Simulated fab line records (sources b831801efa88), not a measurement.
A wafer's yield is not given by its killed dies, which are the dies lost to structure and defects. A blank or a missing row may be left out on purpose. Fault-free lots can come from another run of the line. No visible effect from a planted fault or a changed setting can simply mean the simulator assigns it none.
A struck lot beside a sound one :: flow sky130 :: 44 steps out of a route of 708
Sound: wafers L374.2, L374.4, L374.5. The struck wafers were L379.2, L379.3. At the end, the cause is stated.
Order at every step that has rows: each side's tool, ch and its chambers, its first start. Under that, the readings that differ: sound wafers :: struck wafers :: difference of the means :: sigmas: that difference in standard deviations of wafers without a fault.
alike: readings whose means differ by less than 2 such deviations, and words and numbers that are the same on both sides. not compared: withheld readings, readings that some wafer has no value for, bounds like >300 that may hide the same value, and numbers for which the record gives no deviation and whose values overlap.
Wherever a step has rows on one side only, a row that says differs or no value, or a row with sigmas, the two part there. Non-overlapping numbers with no deviation appear without sigmas and do not part them. Lack of a reading on every wafer of one side parts them only where that side has two or more wafers.

SKY_VIA2_SPUTTER_20: material TiN, target thk 20 nm, time 80 s.
  sound on pvd sputter-04 at day 39 02:04; struck on pvd sputter-04 at day 40 18:08
  alike: throttle valve pct
then, 1 step without rows for these wafers: SKY_VIA2_CVD_21 (deposits W, target thk 420 nm, time 126.4 s).
SKY_VIA2_RS_MEAS_22: a four-point-probe measurement.
  sound on film metro-04 at day 39 02:17; struck on film metro-04 at day 40 18:20
  alike: VIA2_W_RS
SKY_VIA2_THK_MEAS_23: measures by xrf.
  sound on film metro-04 at day 39 02:24; struck on film metro-04 at day 40 18:27
  alike: VIA2_W_THK
then, 1 step without rows for these wafers: SKY_VIA2_CMP_24 (polishes, stops on SiO2, t overpolish 20 s, target thk 0 nm).
SKY_METAL3_SPUTTER_00: material Ti, target thk 15 nm, time 10 s.
  sound on pvd sputter-04 at day 39 02:57; struck on pvd sputter-01 at day 40 18:48
  alike: throttle valve pct
SKY_METAL3_SPUTTER_01: material TiN, target thk 20 nm, time 16.7 s.
  sound on pvd sputter-04 at day 39 02:59; struck on pvd sputter-01 at day 40 18:49
  alike: throttle valve pct
then, 4 steps without rows for these wafers: SKY_METAL3_SPUTTER_02 (material AlCu, target thk 735 nm, time 39.1 s); SKY_METAL3_SPUTTER_03 (material Ti, target thk 5 nm, time 3.3 s); SKY_METAL3_SPUTTER_04 (material TiN, target thk 70 nm, time 58.3 s); SKY_CAPM_CVD_00 (deposits SiO2, target thk 15.5 nm).
SKY_CAPM_THK_MEAS_01:
  sound on film metro-03 at day 39 08:22; struck on film metro-04 at day 40 18:59
  alike: CAPM_CVD_00_THK
SKY_CAPM_SPUTTER_02: material TiN, target thk 200 nm, time 166.7 s.
  sound on pvd sputter-03 at day 39 08:25; struck on pvd sputter-03 at day 40 19:02
reading: model.TiN_of_CAPM_SPUTTER_02.thk nm (nm)
sound: 197.1 200.1 199.4
struck: 381 380.6
difference: +182
sigmas: 
  alike: throttle valve pct
SKY_CAPM_RS_MEAS_03: a four-point-probe measurement.
  sound on film metro-04 at day 39 08:33; struck on film metro-03 at day 40 19:10
reading: CAPM_TIN_RS (ohm/sq)
sound: 7.01 6.90 6.91
struck: 3.59 3.60
difference: -3.35
sigmas: -42
SKY_CAPM_THK_MEAS_04: measures by xrf.
  sound on film metro-04 at day 39 08:40; struck on film metro-03 at day 40 19:16
reading: CAPM_TIN_THK (nm)
sound: 199.6 202.9 202.3
struck: 388.8 386.9
difference: +186.3
sigmas: +81
then, 7 steps without rows for these wafers: SKY_CAPM_DEHYDRATE_05 (time 60 s); SKY_CAPM_HMDS_06 (prime time 60 s); SKY_CAPM_COAT_07 (resist thk 1140 nm); SKY_CAPM_SOFTBAKE_08 (time 60 s); SKY_CAPM_EXPOSE_09 (exposes mask CAPM, target cd 1000 nm); SKY_CAPM_PEB_10; SKY_CAPM_DEVELOP_11 (develop time 60 s).
SKY_CAPM_OVL_MEAS_12:
  sound on overlay-01 at day 40 09:04; struck on overlay-01 at day 41 17:53
  alike: CAPM_OVL
SKY_CAPM_METAL_ETCH_13: etches TiN in Cl2/BCl3, stops on SiO2, target depth 220 nm, time 62.9 s.
  sound on rie metal-01 ch 0, day 40 09:06; struck on rie metal-01 ch 1, day 41 17:55
reading: oes product au (a.u.)
sound: 0.938 0.939 0.942
struck: 0.985 0.987
difference: +0.046
sigmas: +6

reading: throttle valve pct (%)
sound: 21.912 21.907 21.904
struck: 21.869 21.871
difference: -0.038
sigmas: -4
  alike: drypump motor current A
  not compared: rf hours counter h
then, 12 steps without rows for these wafers: SKY_CAPM_STRIP_14 (strips in O2/N2); SKY_CAPM_STRIP_15 (strips in post etch residue remover, time 1200 s); SKY_CAPM_CLEAN_16 (cleans in IPA, time 180 s); SKY_CAPM_CLEAN_17 (cleans in O3/DIW); SKY_METAL3_DEHYDRATE_05 (time 60 s); SKY_METAL3_HMDS_06 (prime time 60 s); SKY_METAL3_COAT_07 (resist thk 60 nm); SKY_METAL3_COAT_08 (resist thk 1140 nm); SKY_METAL3_SOFTBAKE_09 (time 90 s); SKY_METAL3_EXPOSE_10 (exposes mask MM3, target cd 300 nm); SKY_METAL3_PEB_11; SKY_METAL3_DEVELOP_12 (develop time 60 s).
SKY_METAL3_CD_MEAS_13 targets a cd of 300 nm.
  sound on cd sem-01 at day 41 10:14; struck on cd sem-02 at day 42 18:08
  alike: cd nm
SKY_METAL3_OVL_MEAS_14:
  sound on overlay-01 at day 41 10:20; struck on overlay-01 at day 42 18:14
  alike: METAL3_OVL
then, 1 step without rows for these wafers: SKY_METAL3_DESCUM_15 (chemistry O2, time 8 s).
SKY_METAL3_ETCH_16: etches BARC in N2/H2, stops on SiO2, time 88.2 s, target depth 60 nm.
  sound on rie metal-01 ch 0,1, day 41 10:24; struck on rie metal-01 ch 1, day 42 18:19
  alike: drypump motor current A, h2 flow sccm, oes product au, throttle valve pct
  not compared: rf hours counter h
SKY_METAL3_ETCH_17: etches SiO2 in C4F8/O2/Ar, stops on TiN, time 3.9 s, target depth 15 nm.
  sound on rie diel-04 ch 0,1, day 41 10:30; struck on rie diel-01 ch 0,1, day 42 18:24
  alike: oes product au
  not compared: rf hours counter h
then, 1 step without rows for these wafers: SKY_METAL3_METAL_ETCH_18 (etches the open film in Cl2/BCl3, stops on SiO2, target depth 845 nm, time 183.1 s).
SKY_METAL3_STRIP_20: strips in post etch residue remover, time 1200 s.
  sound on wet bench-01 ch 3, day 41 10:48; struck on wet bench-03 ch 2, day 42 18:42
reading: model.TiN_of_CAPM_SPUTTER_02.thk nm (nm)
sound: 196.3 199.3 198.5
struck: 380.2 379.8
difference: +182.0
sigmas: 
-- the record jumps here: 7 days lie between the struck wafers' starts before and after (it left off in module METAL3 and takes up again in module PAD_OPEN, whose first step shown is number 708 of the route) --
SKY_PAD_OPEN_PROBE_99:
  sound on prober-01 at day 48 04:04; struck on prober-02 at day 49 07:00
reading: model.etest.met3.line ohm um
sound: 0.1379 0.1377 0.1357
struck: 24.86 24.37
difference: +24.48
sigmas: 

reading: model.etest.via3 chain.rc ohm
sound: 10.01 9.947 9.14
struck: 27.77 27.18
difference: +17.78
sigmas: 

reading: model.etest.met3.rs ohm sq
sound: 0.04251 0.04226 0.04228
struck: 7.32 7.187
difference: +7.21
sigmas: 

reading: model.etest.cap mim.plate ohm sq
sound: 6.137 5.961 6.028
struck: 3.153 3.142
difference: -2.894
sigmas: 

reading: model.etest.res pwell under gate.open
sound: 0 0 0
struck: 1 1
difference: +1
sigmas: 

reading: model.etest.cap ono.under floor
sound: 0 0 0
struck: 1 1
difference: +1
sigmas: 

reading: model.etest.field p.open
sound: 0 0 0
struck: 1 1
difference: +1
sigmas: 

reading: model.etest.field n.open
sound: 0 0 0
struck: 1 1
difference: +1
sigmas: 

== WHERE THEY PART ==
At SKY_CAPM_RS_MEAS_03 first; at SKY_CAPM_METAL_ETCH_13 last (within this record only). Later steps at which nothing parts them and some readings are alike: SKY_METAL3_CD_MEAS_13, SKY_METAL3_OVL_MEAS_14, SKY_METAL3_ETCH_16, SKY_METAL3_ETCH_17.

WHY: whatever the simulator had introduced
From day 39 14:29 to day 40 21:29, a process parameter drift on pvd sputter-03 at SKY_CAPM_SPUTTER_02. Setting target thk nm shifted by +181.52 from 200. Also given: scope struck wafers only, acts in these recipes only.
